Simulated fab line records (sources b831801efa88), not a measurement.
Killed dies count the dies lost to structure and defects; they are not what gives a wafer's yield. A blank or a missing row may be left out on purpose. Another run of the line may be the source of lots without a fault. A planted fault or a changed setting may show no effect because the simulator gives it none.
A single fault, viewed from 2 desks | flow sky130 | each desk has only its own numbers; what lay behind them comes last

== FOR THE TOOL OWNER'S DESK: hdpcvd-02 ==
The tool's own readings at SKY_VIA4_HDPCVD_00 (deposits SiO2, target thk 1750 nm, time 291.7 s): means of the sampled wafers that have a number, for each lot that ran on this tool. Marked OUT: a lot whose mean sits more than 4 standard deviations from the usual mean, which makes it out of limits; the brackets give that distance.
Columns: A = susceptor-temp-C at SKY_VIA4_HDPCVD_00, usual 400.06 C
lot  | first seen here | A
L508 | day 42 12:16    | 400.09
L509 | day 42 17:01    | 400.04
L510 | day 42 17:54    | 399.98
L512 | day 43 12:58    | 399.98
L519 | day 45 04:19    | 399.89
L520 | day 45 12:13    | 400.07
L529 | day 47 21:44    | 399.92
L530 | day 47 22:55    | 400.10
This desk found nothing out of limits on any of the 8 lots.

== FROM THE METROLOGY DESK ==
What the gauges read, lot by lot, whatever tool the lot ran on: means of the sampled wafers that have a number. Marked OUT: a lot whose mean sits more than 4 standard deviations from the usual mean, which makes it out of limits; the brackets give that distance.
Columns: A = METAL4_OVL at SKY_METAL4_OVL_MEAS_14, usual 0 nm; B = VIA4_HDPCVD_THK at SKY_VIA4_THK_MEAS_01, usual 1749 nm
lot  | first seen here | A  | B
L508 | day 42 11:19    | 1  | 1779
L509 | day 42 16:04    | 5  | 1732
L510 | day 42 16:53    | -3 | 1735
L512 | day 43 11:49    | -4 | 1759
L517 | day 44 21:58    | 2  | 1778
L519 | day 45 03:16    | -0 | 2298 (+25) OUT
L520 | day 45 11:12    | -1 | 2282 (+24) OUT
L525 | day 46 14:47    | -3 | 1769
L527 | day 47 04:57    | 3  | 1777
L529 | day 47 20:47    | -4 | 1721
L530 | day 47 21:58    | -1 | 1704
Per this desk, out of limits: L519, L520; the first was L519, day 45 04:31 (VIA4_HDPCVD_THK at SKY_VIA4_THK_MEAS_01). L508, L509, L510, L512, L517, L525, L527, L529, L530 stayed within limits.

== ALL TOGETHER ==
On L519, L520, the metrology desk was in a position to raise an alarm at day 45 04:31.
Nothing out of limits was seen by the tool owner's desk.
Tool owner's desk: L519, L520 on record, inside its limits.
The lots listed all ran SKY_VIA4_HDPCVD_00 on hdpcvd-02.

== WHAT HAD BEEN PUT IN BY THE SIMULATOR ==
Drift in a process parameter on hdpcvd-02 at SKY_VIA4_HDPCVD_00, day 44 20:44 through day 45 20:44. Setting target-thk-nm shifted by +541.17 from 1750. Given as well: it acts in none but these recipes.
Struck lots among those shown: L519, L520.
Hours from the fault's start to each desk's first reading out of limits: the metrology desk, 8.
